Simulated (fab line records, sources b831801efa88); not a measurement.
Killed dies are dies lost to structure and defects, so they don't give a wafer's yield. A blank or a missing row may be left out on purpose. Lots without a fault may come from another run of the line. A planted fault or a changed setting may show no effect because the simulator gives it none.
Chamber matching | flow sky130 | SKY_VIA1_ETCH_15 on rie_diel-01: 4 sister chambers
The step etches SiO2 in C4F8/O2/Ar, stops on TiN, target depth 351 nm, time 54 s. 24 wafers are shown with their chamber, then 12 later ones without.

WAFERS WITH THEIR CHAMBER
wafer  | chamber | oes_product_au (a.u.)
L074.3 | 2       | 0.972
L074.5 | 1       | 0.983
L074.6 | 0       | 0.975
L075.2 | 3       | 0.970
L075.3 | 0       | 0.979
L075.4 | 1       | 0.979
L076.2 | 2       | 0.982
L076.3 | 1       | 0.966
L076.6 | 3       | 0.990
L080.2 | 2       | 0.987
L080.4 | 0       | 0.988
L080.6 | 0       | 0.982
L083.1 | 3       | 0.983
L083.5 | 2       | 0.982
L083.6 | 1       | 0.978
L084.1 | 1       | 0.982
L084.3 | 0       | 0.981
L084.5 | 2       | 0.978
L088.2 | 3       | 0.986
L088.3 | 2       | 0.984
L088.5 | 3       | 0.989
L089.4 | 2       | 0.984
L089.5 | 3       | 0.979
L089.6 | 0       | 0.982

SIGNATURES (means of the wafers above)
reading        | chamber 0 | chamber 1 | chamber 2 | chamber 3 | scatter within a chamber
oes_product_au | 0.98117   | 0.97760   | 0.98129   | 0.98283   | 0.00592
Rule: a wafer's distance from a chamber is the root of the sum, over the readings, of the square of ((its reading less the chamber's mean) divided by the reading's scatter). The wafer belongs to the nearest chamber; if the next one is less than 2 further off, it can't be placed. The scatter: the root of (the sum of the squares of (reading less its chamber's mean) over the shown wafers, divided by (wafers less chambers)).

WAFERS WITHOUT THEIR CHAMBER
wafer  | oes_product_au (a.u.)
L090.1 | 0.983
L090.2 | 0.977
L090.3 | 0.977
L091.4 | 0.997
L091.5 | 0.981
L091.6 | 0.967
L094.1 | 0.987
L094.4 | 0.983
L094.6 | 0.992
L096.3 | 0.981
L096.4 | 0.976
L096.5 | 0.984

WHICH CHAMBER EACH WENT THROUGH
wafer  | from the rows above               | in truth
L090.1 | can't be placed: 3 or 2 or 0 or 1 | 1
L090.2 | can't be placed: 1 or 0 or 2 or 3 | 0
L090.3 | can't be placed: 1 or 0 or 2 or 3 | 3
L091.4 | can't be placed: 3 or 2 or 0 or 1 | 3
L091.5 | can't be placed: 0 or 2 or 3 or 1 | 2
L091.6 | can't be placed: 1 or 0 or 2 or 3 | 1
L094.1 | can't be placed: 3 or 2 or 0 or 1 | 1
L094.4 | can't be placed: 3 or 2 or 0 or 1 | 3
L094.6 | can't be placed: 3 or 2 or 0 or 1 | 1
L096.3 | can't be placed: 0 or 2 or 3 or 1 | 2
L096.4 | can't be placed: 1 or 0 or 2 or 3 | 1
L096.5 | can't be placed: 3 or 2 or 0 or 1 | 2
Placed correctly: 0 of 12. Can't be placed from these rows: 12 (the true chamber is among the candidates in 12). Placed wrongly: 0.
